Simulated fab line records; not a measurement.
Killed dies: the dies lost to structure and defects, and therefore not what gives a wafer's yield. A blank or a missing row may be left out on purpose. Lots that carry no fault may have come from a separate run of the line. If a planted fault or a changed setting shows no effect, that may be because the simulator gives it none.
One fault seen from 2 desks :: flow gf180mcu :: each desk holds nothing but its own numbers, with what lay behind them at the end

FROM THE METROLOGY DESK
What the gauges read, lot by lot, whatever tool the lot ran on: means of the sampled wafers that have a number. Any lot whose mean is over 4 standard deviations away from the usual mean is out of limits and marked OUT; that distance is given in the brackets.
Columns: A = M4_OVL at GF_M4_OVL_MEAS_15, usual -1 nm; B = MIM_CVD_05_THK at GF_MIM_THK_MEAS_06, usual 41.9 nm
lot: L661
first seen here: day 23 08:53
A: -1
B: 42.3

lot: L662
first seen here: day 23 18:47
A: -5
B: 41.9

lot: L664
first seen here: day 24 20:13
A: 2
B: 41.9

lot: L663
first seen here: day 25 02:32
A: 2
B: 41.8

lot: L665
first seen here: day 25 15:14
A: 3
B: 41.7

lot: L666
first seen here: day 26 03:25
A: 5
B: 41.3

lot: L668
first seen here: day 26 13:07
A: 3
B: 41.3

lot: L669
first seen here: day 27 04:48
A: -13
B: 42.0

lot: L671
first seen here: day 27 09:17
A: 1
B: 42.3

lot: L672
first seen here: day 27 16:58
A: 4
B: 42.5

lot: L679
first seen here: day 29 11:42
A: -5
B: 40.7

lot: L680
first seen here: day 29 19:17
A: -8
B: 39.2 (-4.3) OUT

lot: L683
first seen here: day 30 09:59
A: 11
B: 41.6
This desk reports L680 out of limits; the earliest was L680 at day 30 16:39 (MIM_CVD_05_THK at GF_MIM_THK_MEAS_06). L661, L662, L664, L663, L665, L666, L668, L669, L671, L672, L679, L683 stayed within limits.

DESK OF THE TOOL OWNER: pecvd-03
The tool's own readings at GF_MIM_CVD_05 (deposits Si3N4, target thk 42 nm, time 29.086 s): means of the sampled wafers that have a number, for each lot that ran on this tool. Any lot whose mean is over 4 standard deviations away from the usual mean is out of limits and marked OUT; that distance is given in the brackets.
Columns: A = heater-power-w at GF_MIM_CVD_05, usual 660 W
lot: L664
first seen here: day 25 20:35
A: 605

lot: L663
first seen here: day 26 02:33
A: 636

lot: L665
first seen here: day 26 14:56
A: 692

lot: L666
first seen here: day 27 03:02
A: 620

lot: L679
first seen here: day 30 09:38
A: 651

lot: L680
first seen here: day 30 16:37
A: 573
This desk's finding: nothing out of limits on any of the 6 lots.

ALL TOGETHER
Metrology desk: alarm possible at day 30 16:39 on L680.
The desk of the tool owner found nothing out of limits.
The tool owner's desk has L680 on record, within its limits.
GF_MIM_CVD_05 was run on pecvd-03 by each of the lots named.

WHAT WAS PUT IN BY THE SIMULATOR
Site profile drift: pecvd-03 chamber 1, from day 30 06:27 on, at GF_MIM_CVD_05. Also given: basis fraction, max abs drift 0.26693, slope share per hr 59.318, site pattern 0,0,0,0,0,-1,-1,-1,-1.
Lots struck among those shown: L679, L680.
Delay in hours, fault start to first out-of-limits reading, per desk: metrology desk 10.
